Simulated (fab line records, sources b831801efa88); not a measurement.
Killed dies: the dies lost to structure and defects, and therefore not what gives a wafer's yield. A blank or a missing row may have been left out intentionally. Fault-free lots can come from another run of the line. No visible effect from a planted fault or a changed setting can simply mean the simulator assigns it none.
fab line records :: flow gf180mcu :: part 2 of 2: steps 27 to 36 of 36
record:
  lots: 5
  wafers: 15
  last-day: 34
route steps=602 shown SALICIDE@279 CONTACT@287
lots with no fault: from the same line, run without faults
start-h: the number of hours between the record's first day and the start of the first shown wafer of the lot :: wait-h: how many hours have passed since the lot's step before this one :: " unchanged from the row above :: L1.1+2: a row that stands for several wafers :: - no value present, or no start provided :: * or withheld: withheld :: < > ~ a bound
route shown NAME@n: names a module that has steps shown in the file, with the first one's number in the route :: usual: mean and standard deviation over wafers with no fault :: same: alike in all rows :: chamber/n: place in a boat :: sites: the reading at each site :: _std_site: standard deviation of those values :: _edge_site: mean of outer sites minus mean of inner sites :: radius-mm: how far each site lies from the wafer's centre :: mask NAME#n: copy n :: behind: tool/chamber where the wafer was last shaped :: hold: why the lot was held/for how many hours/how that ended :: device: transistor that didn't switch, given as n, p or np :: end of line: the tests these same wafers got at the end of their route :: for a step that has no rows: nothing shown but its recipe :: killed: not the wafer's yield, but the dies lost to structure and defects at the first sort :: map: dies across one wafer; x = killed, . = not, _ = none there
set.NAME: setting as actually run; set.NAME@STEP: the setting as run at that earlier step :: model.NAME: the simulator's own value behind a step, which no gauge read
lots at some steps of the route; a table a step, a row a wafer
services: the hour from which a tool's chamber was out of use, counted from the record's first day as start-h (under 0 if before that day), plus the number of hours and why
== steps ==
step: GF_CONTACT_STRIP_18
recipe:
  chemistry: O2/N2
  power-w: 1400
  pressure-mtorr: 1500
  platen-temp-c: 250
  o2-flow-sccm: 3000
  n2-flow-sccm: 300
  overash-fraction: 0.5
usual:
  drypump-motor-current-A: 5.8/0.6
  heater-power-w: 318/27
  oes-product-au: 0.581/0.0049
lot.wafer: L082.1
tool: plasma-asher-03
chamber: 0
start-h: 433.22
wait-h: -
drypump-motor-current-A: 6.6
heater-power-w: 349
oes-product-au: 0.578
rf-hours-counter-h: 0

lot.wafer: L082.3
tool: plasma-asher-03
chamber: 0
start-h: 433.22
wait-h: -
drypump-motor-current-A: 6.6
heater-power-w: 354
oes-product-au: 0.571
rf-hours-counter-h: -

lot.wafer: L082.6
tool: plasma-asher-03
chamber: 1
start-h: 433.22
wait-h: -
drypump-motor-current-A: 5.2
heater-power-w: 319
oes-product-au: 0.573
rf-hours-counter-h: -

lot.wafer: L089.1
tool: plasma-asher-01
chamber: 1
start-h: 500.47
wait-h: -
drypump-motor-current-A: 6.4
heater-power-w: 282
oes-product-au: 0.576
rf-hours-counter-h: 74

lot.wafer: L089.4
tool: plasma-asher-01
chamber: 0
start-h: 500.47
wait-h: -
drypump-motor-current-A: 5.4
heater-power-w: 282
oes-product-au: 0.581
rf-hours-counter-h: -

lot.wafer: L089.6
tool: plasma-asher-01
chamber: 1
start-h: 500.47
wait-h: -
drypump-motor-current-A: 6.4
heater-power-w: 278
oes-product-au: 0.583
rf-hours-counter-h: -

lot.wafer: L091.1
tool: plasma-asher-03
chamber: 1
start-h: 520.68
wait-h: -
drypump-motor-current-A: 5.2
heater-power-w: 325
oes-product-au: 0.585
rf-hours-counter-h: 10

lot.wafer: L091.3
tool: plasma-asher-03
chamber: 0
start-h: 520.68
wait-h: -
drypump-motor-current-A: 6.6
heater-power-w: 355
oes-product-au: 0.581
rf-hours-counter-h: -

lot.wafer: L091.4
tool: plasma-asher-03
chamber: 1
start-h: 520.68
wait-h: -
drypump-motor-current-A: 5.2
heater-power-w: 333
oes-product-au: 0.584
rf-hours-counter-h: -

lot.wafer: L095.1
tool: plasma-asher-02
chamber: 0
start-h: 546.78
wait-h: -
drypump-motor-current-A: 5.7
heater-power-w: 314
oes-product-au: 0.573
rf-hours-counter-h: 46

lot.wafer: L095.2
tool: plasma-asher-02
chamber: 1
start-h: 546.78
wait-h: -
drypump-motor-current-A: 5.6
heater-power-w: 307
oes-product-au: 0.579
rf-hours-counter-h: 46

lot.wafer: L095.3
tool: plasma-asher-02
chamber: 1
start-h: 546.78
wait-h: -
drypump-motor-current-A: 5.6
heater-power-w: 312
oes-product-au: 0.572
rf-hours-counter-h: -

lot.wafer: L097.3
tool: plasma-asher-03
chamber: 0
start-h: 563.41
wait-h: -
drypump-motor-current-A: 6.6
heater-power-w: 347
oes-product-au: 0.580
rf-hours-counter-h: -

lot.wafer: L097.4
tool: plasma-asher-03
chamber: 1
start-h: 563.41
wait-h: -
drypump-motor-current-A: 5.2
heater-power-w: 323
oes-product-au: 0.578
rf-hours-counter-h: -

lot.wafer: L097.6
tool: plasma-asher-03
chamber: 1
start-h: 563.41
wait-h: -
drypump-motor-current-A: 5.2
heater-power-w: 316
oes-product-au: 0.575
rf-hours-counter-h: -
step: GF_CONTACT_CLEAN_19
recipe:
  chemistry: SPM
lot.wafer: L082.1+3+6
tool: wet-bench-01
chamber: 2
start-h: 433.32
wait-h: 0.1

lot.wafer: L089.1+4+6
tool: wet-bench-01
chamber: 3
start-h: 500.57
wait-h: 0.1

lot.wafer: L091.1+3+4
tool: wet-bench-02
chamber: 3
start-h: 520.78
wait-h: 0.1

lot.wafer: L095.1+2+3
tool: wet-bench-02
chamber: 3
start-h: 546.88
wait-h: 0.1

lot.wafer: L097.3+4+6
tool: wet-bench-01
chamber: 3
start-h: 563.48
wait-h: 0.0
step: GF_CONTACT_CLEAN_20
recipe:
  chemistry: DIW
lot.wafer: L082.1+3+6
tool: wet-bench-02
chamber: 1
start-h: 433.43
wait-h: 0.0

lot.wafer: L089.1+4+6
tool: wet-bench-02
chamber: 0
start-h: 500.66
wait-h: 0.0

lot.wafer: L091.1+3+4
tool: wet-bench-01
chamber: 2
start-h: 520.87
wait-h: 0.0

lot.wafer: L095.1+2+3
tool: wet-bench-04
chamber: 2
start-h: 546.97
wait-h: 0.0

lot.wafer: L097.3+4+6
tool: wet-bench-02
chamber: 1
start-h: 563.57
wait-h: 0.0
step: GF_CONTACT_CLEAN_21
recipe:
  chemistry: dHF
  time-s: 20
  dilution: 100:1
  dry: ipa-marangoni
lot.wafer: L082.1+3+6
tool: wet-bench-01
chamber: 0
start-h: 433.53
wait-h: 0.0

lot.wafer: L089.1+4+6
tool: wet-bench-01
chamber: 2
start-h: 500.75
wait-h: 0.0

lot.wafer: L091.1+3+4
tool: wet-bench-04
chamber: 3
start-h: 520.96
wait-h: 0.0

lot.wafer: L095.1+2+3
tool: wet-bench-01
chamber: 2
start-h: 547.06
wait-h: 0.0

lot.wafer: L097.3+4+6
tool: wet-bench-01
chamber: 1
start-h: 563.66
wait-h: 0.0
step: GF_CONTACT_SPUTTER_22
recipe:
  material: Ti
  target-thk-nm: 15
  chamber-pressure-pa: 5
  power-w: 2500
  substrate-temp-c: 200
  time-s: 80.02
usual:
  throttle-valve-pct: 29.9/0.99
lot.wafer: L082.1
tool: pvd-sputter-01
chamber: -
start-h: 433.54
wait-h: 0.0
throttle-valve-pct: 29.6

lot.wafer: L082.3
tool: pvd-sputter-01
chamber: -
start-h: 433.54
wait-h: 0.0
throttle-valve-pct: 30.9

lot.wafer: L082.6
tool: pvd-sputter-01
chamber: -
start-h: 433.54
wait-h: 0.0
throttle-valve-pct: 29.1

lot.wafer: L089.1
tool: pvd-sputter-01
chamber: -
start-h: 500.76
wait-h: 0.0
throttle-valve-pct: 29.2

lot.wafer: L089.4
tool: pvd-sputter-01
chamber: -
start-h: 500.76
wait-h: 0.0
throttle-valve-pct: 31.0

lot.wafer: L089.6
tool: pvd-sputter-01
chamber: -
start-h: 500.76
wait-h: 0.0
throttle-valve-pct: 29.3

lot.wafer: L091.1
tool: pvd-sputter-01
chamber: -
start-h: 520.98
wait-h: 0.0
throttle-valve-pct: 31.0

lot.wafer: L091.3
tool: pvd-sputter-01
chamber: -
start-h: 520.98
wait-h: 0.0
throttle-valve-pct: 30.9

lot.wafer: L091.4
tool: pvd-sputter-01
chamber: -
start-h: 520.98
wait-h: 0.0
throttle-valve-pct: 28.9

lot.wafer: L095.1
tool: pvd-sputter-03
chamber: -
start-h: 547.08
wait-h: 0.0
throttle-valve-pct: 29.9

lot.wafer: L095.2
tool: pvd-sputter-03
chamber: -
start-h: 547.08
wait-h: 0.0
throttle-valve-pct: 30.3

lot.wafer: L095.3
tool: pvd-sputter-03
chamber: -
start-h: 547.08
wait-h: 0.0
throttle-valve-pct: 31.6

lot.wafer: L097.3
tool: pvd-sputter-01
chamber: -
start-h: 563.68
wait-h: 0.0
throttle-valve-pct: 29.4

lot.wafer: L097.4
tool: pvd-sputter-01
chamber: -
start-h: 563.68
wait-h: 0.0
throttle-valve-pct: 30.5

lot.wafer: L097.6
tool: pvd-sputter-01
chamber: -
start-h: 563.68
wait-h: 0.0
throttle-valve-pct: 29.0
step: GF_CONTACT_SPUTTER_23
recipe:
  material: TiN
  target-thk-nm: 10
  chamber-pressure-pa: 5
  power-w: 4000
  time-s: 40
usual:
  throttle-valve-pct: 29.9/0.98
lot.wafer: L082.1
tool: pvd-sputter-01
chamber: -
start-h: 433.61
wait-h: 0.0
throttle-valve-pct: 29.4

lot.wafer: L082.3
tool: pvd-sputter-01
chamber: -
start-h: 433.61
wait-h: 0.0
throttle-valve-pct: 31.1

lot.wafer: L082.6
tool: pvd-sputter-01
chamber: -
start-h: 433.61
wait-h: 0.0
throttle-valve-pct: 29.2

lot.wafer: L089.1
tool: pvd-sputter-01
chamber: -
start-h: 500.83
wait-h: 0.0
throttle-valve-pct: 29.2

lot.wafer: L089.4
tool: pvd-sputter-01
chamber: -
start-h: 500.83
wait-h: 0.0
throttle-valve-pct: 30.8

lot.wafer: L089.6
tool: pvd-sputter-01
chamber: -
start-h: 500.83
wait-h: 0.0
throttle-valve-pct: 29.1

lot.wafer: L091.1
tool: pvd-sputter-01
chamber: -
start-h: 521.04
wait-h: 0.0
throttle-valve-pct: 31.0

lot.wafer: L091.3
tool: pvd-sputter-01
chamber: -
start-h: 521.04
wait-h: 0.0
throttle-valve-pct: 30.9

lot.wafer: L091.4
tool: pvd-sputter-01
chamber: -
start-h: 521.04
wait-h: 0.0
throttle-valve-pct: 29.3

lot.wafer: L095.1
tool: pvd-sputter-03
chamber: -
start-h: 547.14
wait-h: 0.0
throttle-valve-pct: 29.9

lot.wafer: L095.2
tool: pvd-sputter-03
chamber: -
start-h: 547.14
wait-h: 0.0
throttle-valve-pct: 30.4

lot.wafer: L095.3
tool: pvd-sputter-03
chamber: -
start-h: 547.14
wait-h: 0.0
throttle-valve-pct: 31.5

lot.wafer: L097.3
tool: pvd-sputter-01
chamber: -
start-h: 563.74
wait-h: 0.0
throttle-valve-pct: 29.3

lot.wafer: L097.4
tool: pvd-sputter-01
chamber: -
start-h: 563.74
wait-h: 0.0
throttle-valve-pct: 30.5

lot.wafer: L097.6
tool: pvd-sputter-01
chamber: -
start-h: 563.74
wait-h: 0.0
throttle-valve-pct: 28.8
step: GF_CONTACT_CVD_24
recipe:
  material: W
  target-thk-nm: 300
  time-s: 90.339
  temp-c: 400
  pressure-torr: 40
usual:
  heater-power-w: 876/58
lot.wafer: L082.1
tool: cvd-w-01
chamber: 0
start-h: 433.64
wait-h: 0.0
heater-power-w: 932

lot.wafer: L082.3
tool: cvd-w-01
chamber: 1
start-h: 433.64
wait-h: 0.0
heater-power-w: 901

lot.wafer: L082.6
tool: cvd-w-01
chamber: 0
start-h: 433.64
wait-h: 0.0
heater-power-w: 900

lot.wafer: L089.1
tool: cvd-w-01
chamber: 1
start-h: 500.86
wait-h: 0.0
heater-power-w: 896

lot.wafer: L089.4
tool: cvd-w-01
chamber: 1
start-h: 500.86
wait-h: 0.0
heater-power-w: 916

lot.wafer: L089.6
tool: cvd-w-01
chamber: 0
start-h: 500.86
wait-h: 0.0
heater-power-w: 929

lot.wafer: L091.1
tool: cvd-w-02
chamber: 1
start-h: 521.08
wait-h: 0.0
heater-power-w: 848

lot.wafer: L091.3
tool: cvd-w-02
chamber: 0
start-h: 521.08
wait-h: 0.0
heater-power-w: 807

lot.wafer: L091.4
tool: cvd-w-02
chamber: 1
start-h: 521.08
wait-h: 0.0
heater-power-w: 847

lot.wafer: L095.1
tool: cvd-w-01
chamber: 1
start-h: 547.18
wait-h: 0.0
heater-power-w: 933

lot.wafer: L095.2
tool: cvd-w-01
chamber: 0
start-h: 547.18
wait-h: 0.0
heater-power-w: 917

lot.wafer: L095.3
tool: cvd-w-01
chamber: 1
start-h: 547.18
wait-h: 0.0
heater-power-w: 916

lot.wafer: L097.3
tool: cvd-w-02
chamber: 1
start-h: 563.81
wait-h: 0.1
heater-power-w: 845

lot.wafer: L097.4
tool: cvd-w-02
chamber: 0
start-h: 563.81
wait-h: 0.1
heater-power-w: 812

lot.wafer: L097.6
tool: cvd-w-02
chamber: 1
start-h: 563.81
wait-h: 0.1
heater-power-w: 853
step: GF_CONTACT_RS_MEAS_25
recipe:
  thk-meas-gauge: four-point-probe
  reads: W_of_CONTACT_CVD_24+TiN_of_CONTACT_SPUTTER_23+Ti_of_CONTACT_SPUTTER_22
usual:
  CONTACT_W_RS: 0.384/0.0052
lot.wafer: L082.1
tool: film-metro-01
chamber: -
start-h: 433.74
wait-h: 0.1
CONTACT_W_RS[ohm/sq]: 0.386

lot.wafer: L082.3
tool: film-metro-01
chamber: -
start-h: 433.74
wait-h: 0.1
CONTACT_W_RS[ohm/sq]: 0.388

lot.wafer: L082.6
tool: film-metro-01
chamber: -
start-h: 433.74
wait-h: 0.1
CONTACT_W_RS[ohm/sq]: 0.381

lot.wafer: L089.1
tool: film-metro-01
chamber: -
start-h: 500.96
wait-h: 0.1
CONTACT_W_RS[ohm/sq]: 0.385

lot.wafer: L089.4
tool: film-metro-01
chamber: -
start-h: 500.96
wait-h: 0.1
CONTACT_W_RS[ohm/sq]: 0.385

lot.wafer: L089.6
tool: film-metro-01
chamber: -
start-h: 500.96
wait-h: 0.1
CONTACT_W_RS[ohm/sq]: 0.380

lot.wafer: L091.1
tool: film-metro-01
chamber: -
start-h: 521.18
wait-h: 0.1
CONTACT_W_RS[ohm/sq]: 0.379

lot.wafer: L091.3
tool: film-metro-01
chamber: -
start-h: 521.18
wait-h: 0.1
CONTACT_W_RS[ohm/sq]: 0.378

lot.wafer: L091.4
tool: film-metro-01
chamber: -
start-h: 521.18
wait-h: 0.1
CONTACT_W_RS[ohm/sq]: 0.377

lot.wafer: L095.1
tool: film-metro-01
chamber: -
start-h: 547.28
wait-h: 0.1
CONTACT_W_RS[ohm/sq]: 0.391

lot.wafer: L095.2
tool: film-metro-01
chamber: -
start-h: 547.28
wait-h: 0.1
CONTACT_W_RS[ohm/sq]: 0.393

lot.wafer: L095.3
tool: film-metro-01
chamber: -
start-h: 547.28
wait-h: 0.1
CONTACT_W_RS[ohm/sq]: 0.390

lot.wafer: L097.3
tool: film-metro-01
chamber: -
start-h: 563.92
wait-h: 0.1
CONTACT_W_RS[ohm/sq]: 0.380

lot.wafer: L097.4
tool: film-metro-01
chamber: -
start-h: 563.92
wait-h: 0.1
CONTACT_W_RS[ohm/sq]: 0.381

lot.wafer: L097.6
tool: film-metro-01
chamber: -
start-h: 563.92
wait-h: 0.1
CONTACT_W_RS[ohm/sq]: 0.382
step: GF_CONTACT_THK_MEAS_26
recipe:
  thk-meas-gauge: xrf
  reads: W_of_CONTACT_CVD_24
usual:
  CONTACT_W_THK: 301/4.7
lot.wafer: L082.1
tool: film-metro-01
chamber: -
start-h: 433.86
wait-h: 0.1
CONTACT_W_THK[nm]: 296

lot.wafer: L082.3
tool: film-metro-01
chamber: -
start-h: 433.86
wait-h: 0.1
CONTACT_W_THK[nm]: 294

lot.wafer: L082.6
tool: film-metro-01
chamber: -
start-h: 433.86
wait-h: 0.1
CONTACT_W_THK[nm]: 301

lot.wafer: L089.1
tool: film-metro-01
chamber: -
start-h: 501.08
wait-h: 0.1
CONTACT_W_THK[nm]: 301

lot.wafer: L089.4
tool: film-metro-01
chamber: -
start-h: 501.08
wait-h: 0.1
CONTACT_W_THK[nm]: 300

lot.wafer: L089.6
tool: film-metro-01
chamber: -
start-h: 501.08
wait-h: 0.1
CONTACT_W_THK[nm]: 304

lot.wafer: L091.1
tool: film-metro-01
chamber: -
start-h: 521.30
wait-h: 0.1
CONTACT_W_THK[nm]: 304

lot.wafer: L091.3
tool: film-metro-01
chamber: -
start-h: 521.30
wait-h: 0.1
CONTACT_W_THK[nm]: 305

lot.wafer: L091.4
tool: film-metro-01
chamber: -
start-h: 521.30
wait-h: 0.1
CONTACT_W_THK[nm]: 307

lot.wafer: L095.1
tool: film-metro-01
chamber: -
start-h: 547.40
wait-h: 0.1
CONTACT_W_THK[nm]: 293

lot.wafer: L095.2
tool: film-metro-01
chamber: -
start-h: 547.40
wait-h: 0.1
CONTACT_W_THK[nm]: 292

lot.wafer: L095.3
tool: film-metro-01
chamber: -
start-h: 547.40
wait-h: 0.1
CONTACT_W_THK[nm]: 293

lot.wafer: L097.3
tool: film-metro-01
chamber: -
start-h: 564.02
wait-h: 0.1
CONTACT_W_THK[nm]: 301

lot.wafer: L097.4
tool: film-metro-01
chamber: -
start-h: 564.02
wait-h: 0.1
CONTACT_W_THK[nm]: 303

lot.wafer: L097.6
tool: film-metro-01
chamber: -
start-h: 564.02
wait-h: 0.1
CONTACT_W_THK[nm]: 302
step: GF_CONTACT_CMP_27
recipe:
  stop-on: SiO2
  down-force-psi: 3.5
  platen-rpm: 60
  t-overpolish-s: 15
  target-thk-nm: 0
  pad-velocity-m-s: 0.94248
usual:
  edge-zone-pressure-frac: 1.000/0.005
  motor-current-A: 11.3/1.2
  overpolish-run-s: 15.000/0.0088
  slurry-filter-dp-kPa: 13.51/0.12
  slurry-flow-ml-min: 150.0/0.48
  time-to-endpoint-s: 72/3.1
lot.wafer: L082.3
tool: cmp-02
chamber: 1
start-h: 433.92
wait-h: 0.0
edge-zone-pressure-frac: 1.002
motor-current-A: 11.9
overpolish-run-s: 14.983
slurry-filter-dp-kPa: 13.69
slurry-flow-ml-min: 150.6
time-to-endpoint-s: 68

lot.wafer: L082.1
tool: cmp-02
chamber: 0
start-h: 433.92
wait-h: 0.0
edge-zone-pressure-frac: 1.005
motor-current-A: 9.1
overpolish-run-s: 15.002
slurry-filter-dp-kPa: 13.60
slurry-flow-ml-min: 150.0
time-to-endpoint-s: 71

lot.wafer: L082.6
tool: cmp-02
chamber: 2
start-h: 433.92
wait-h: 0.0
edge-zone-pressure-frac: 1.005
motor-current-A: 11.3
overpolish-run-s: 14.995
slurry-filter-dp-kPa: 13.58
slurry-flow-ml-min: 149.7
time-to-endpoint-s: 72

lot.wafer: L089.1
tool: cmp-02
chamber: 0
start-h: 501.14
wait-h: 0.1
edge-zone-pressure-frac: 1.001
motor-current-A: 9.3
overpolish-run-s: 14.999
slurry-filter-dp-kPa: 13.38
slurry-flow-ml-min: 150.3
time-to-endpoint-s: 74

lot.wafer: L089.4
tool: cmp-02
chamber: 3
start-h: 501.14
wait-h: 0.1
edge-zone-pressure-frac: 0.994
motor-current-A: 11.0
overpolish-run-s: 14.988
slurry-filter-dp-kPa: 13.50
slurry-flow-ml-min: 149.8
time-to-endpoint-s: 74

lot.wafer: L089.6
tool: cmp-02
chamber: 0
start-h: 501.14
wait-h: 0.1
edge-zone-pressure-frac: 1.004
motor-current-A: 9.2
overpolish-run-s: 15.001
slurry-filter-dp-kPa: 13.37
slurry-flow-ml-min: 149.5
time-to-endpoint-s: 73

lot.wafer: L091.3
tool: cmp-01
chamber: 3
start-h: 521.36
wait-h: 0.0
edge-zone-pressure-frac: 0.998
motor-current-A: 13.0
overpolish-run-s: 14.999
slurry-filter-dp-kPa: 13.52
slurry-flow-ml-min: 150.0
time-to-endpoint-s: 75

lot.wafer: L091.4
tool: cmp-01
chamber: 0
start-h: 521.36
wait-h: 0.0
edge-zone-pressure-frac: 1.003
motor-current-A: 12.4
overpolish-run-s: 15.014
slurry-filter-dp-kPa: 13.57
slurry-flow-ml-min: 149.1
time-to-endpoint-s: 73

lot.wafer: L091.1
tool: cmp-01
chamber: 2
start-h: 521.36
wait-h: 0.0
edge-zone-pressure-frac: 1.001
motor-current-A: 10.0
overpolish-run-s: 15.006
slurry-filter-dp-kPa: 13.37
slurry-flow-ml-min: 149.9
time-to-endpoint-s: 70

lot.wafer: L095.3
tool: cmp-02
chamber: 0
start-h: 547.46
wait-h: 0.0
edge-zone-pressure-frac: 0.989
motor-current-A: 9.3
overpolish-run-s: 14.991
slurry-filter-dp-kPa: 13.51
slurry-flow-ml-min: 149.5
time-to-endpoint-s: 72

lot.wafer: L095.2
tool: cmp-02
chamber: 1
start-h: 547.46
wait-h: 0.0
edge-zone-pressure-frac: 0.996
motor-current-A: 11.4
overpolish-run-s: 15.003
slurry-filter-dp-kPa: 13.36
slurry-flow-ml-min: 150.1
time-to-endpoint-s: 71

lot.wafer: L095.1
tool: cmp-02
chamber: 3
start-h: 547.46
wait-h: 0.0
edge-zone-pressure-frac: 1.000
motor-current-A: 10.9
overpolish-run-s: 15.005
slurry-filter-dp-kPa: 13.31
slurry-flow-ml-min: 149.9
time-to-endpoint-s: 73

lot.wafer: L097.4
tool: cmp-01
chamber: 0
start-h: 564.11
wait-h: 0.1
edge-zone-pressure-frac: 0.996
motor-current-A: 11.7
overpolish-run-s: 14.995
slurry-filter-dp-kPa: 13.49
slurry-flow-ml-min: 150.1
time-to-endpoint-s: 72

lot.wafer: L097.3
tool: cmp-01
chamber: 1
start-h: 564.11
wait-h: 0.1
edge-zone-pressure-frac: 1.004
motor-current-A: 10.1
overpolish-run-s: 14.991
slurry-filter-dp-kPa: 13.53
slurry-flow-ml-min: 150.8
time-to-endpoint-s: 73

lot.wafer: L097.6
tool: cmp-01
chamber: 0
start-h: 564.11
wait-h: 0.1
edge-zone-pressure-frac: 0.996
motor-current-A: 12.8
overpolish-run-s: 14.996
slurry-filter-dp-kPa: 13.39
slurry-flow-ml-min: 150.8
time-to-endpoint-s: 73
== services ==
tool: krf-scanner-02
chamber: -
start-h: 384.89
hours: 0.5
kind: repair

tool: rtp-anneal-02
chamber: -
start-h: 388.29
hours: 3.1
kind: pm

tool: cvd-w-01
chamber: 1
start-h: 389.40
hours: 2.9
kind: repair

tool: cvd-w-01
chamber: -
start-h: 390.00
hours: 14.0
kind: pm

tool: cmp-01
chamber: -
start-h: 396.87
hours: 5.2
kind: pm

tool: pvd-sputter-01
chamber: -
start-h: 399.36
hours: 1.0
kind: repair

tool: pvd-sputter-04
chamber: -
start-h: 404.37
hours: 0.5
kind: repair

tool: cmp-01
chamber: -
start-h: 405.82
hours: 4.0
kind: pm

tool: plasma-asher-03
chamber: -
start-h: 412.43
hours: 2.8
kind: pm

tool: cmp-01
chamber: -
start-h: 420.08
hours: 0.8
kind: repair

tool: plasma-asher-03
chamber: -
start-h: 421.25
hours: 9.0
kind: pm

tool: cmp-02
chamber: -
start-h: 421.30
hours: 0.6
kind: repair

tool: pvd-sputter-01
chamber: -
start-h: 426.52
hours: 0.6
kind: repair

tool: cmp-02
chamber: -
start-h: 434.96
hours: 1.2
kind: repair

tool: pecvd-02
chamber: 1
start-h: 438.15
hours: 12.3
kind: repair

tool: krf-scanner-02
chamber: -
start-h: 454.30
hours: 1.3
kind: pm

tool: cmp-01
chamber: -
start-h: 457.59
hours: 1.7
kind: repair

tool: cmp-02
chamber: -
start-h: 462.66
hours: 4.9
kind: repair

tool: pvd-sputter-01
chamber: -
start-h: 468.92
hours: 1.3
kind: repair

tool: rtp-anneal-01
chamber: -
start-h: 480.78
hours: 3.0
kind: pm

tool: pecvd-02
chamber: -
start-h: 483.24
hours: 14.6
kind: pm

tool: wet-bench-01
chamber: -
start-h: 491.24
hours: 1.1
kind: repair

tool: pecvd-02
chamber: 0
start-h: 534.96
hours: 5.5
kind: repair

tool: rie-diel-03
chamber: 1
start-h: 555.55
hours: 19.6
kind: repair
